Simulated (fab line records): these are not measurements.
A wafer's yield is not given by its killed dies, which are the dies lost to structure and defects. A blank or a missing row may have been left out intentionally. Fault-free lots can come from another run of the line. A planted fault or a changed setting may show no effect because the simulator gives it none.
Which of the tools did it?    flow gf180mcu    7 lots, 20 wafers sampled, at 1 step of a route of 602

== WHAT THE GAUGES READ, wafer by wafer ==
GF_MVPSD_OVL_MEAS_07.
lot   measured      on          MVPSD_OVL (nm)
L651  day 5 06:38   overlay-01  1.4 -0.3 -0.2
L654  day 6 01:34   overlay-01  0.0 -0.5 -1.0
L656  day 6 15:13   overlay-02  -2.6 -1.1 -1.5
L658  day 6 23:58   overlay-02  1.0 0.2 0.9
L660  day 7 10:43   overlay-01  -0.5 1.9 0.2
L667  day 9 04:03   overlay-02  2.5 2.5
L672  day 10 10:31  overlay-01  -1.4 -1.1 -1.2

== TOOL THAT RAN EACH LOT (tool first, then ch and the chambers of the sampled wafers, then the start) ==
There is no process step in the record ahead of these readings.

== THE ANSWER, worked out from the rows above alone ==
Rule: usual is defined by the lots themselves. Put in order of their means at a reading, lots are off if they are a third of the lots or fewer, leave a main group of 4 or more, and stand apart from it by a gap of 3 or more times the standard deviation of the main group's means; of several such gaps the widest counts. A main group whose means are all the same, to the digits that the tables above print for the reading, isn't used. Also off: a lot with no number at a reading for which 4 or more lots have one. Any other lot the step has rows for is counted as sound.
No lot is off on any of the readings shown, so nothing can be concluded from this.

== WHAT THE SIMULATOR PUT IN ==
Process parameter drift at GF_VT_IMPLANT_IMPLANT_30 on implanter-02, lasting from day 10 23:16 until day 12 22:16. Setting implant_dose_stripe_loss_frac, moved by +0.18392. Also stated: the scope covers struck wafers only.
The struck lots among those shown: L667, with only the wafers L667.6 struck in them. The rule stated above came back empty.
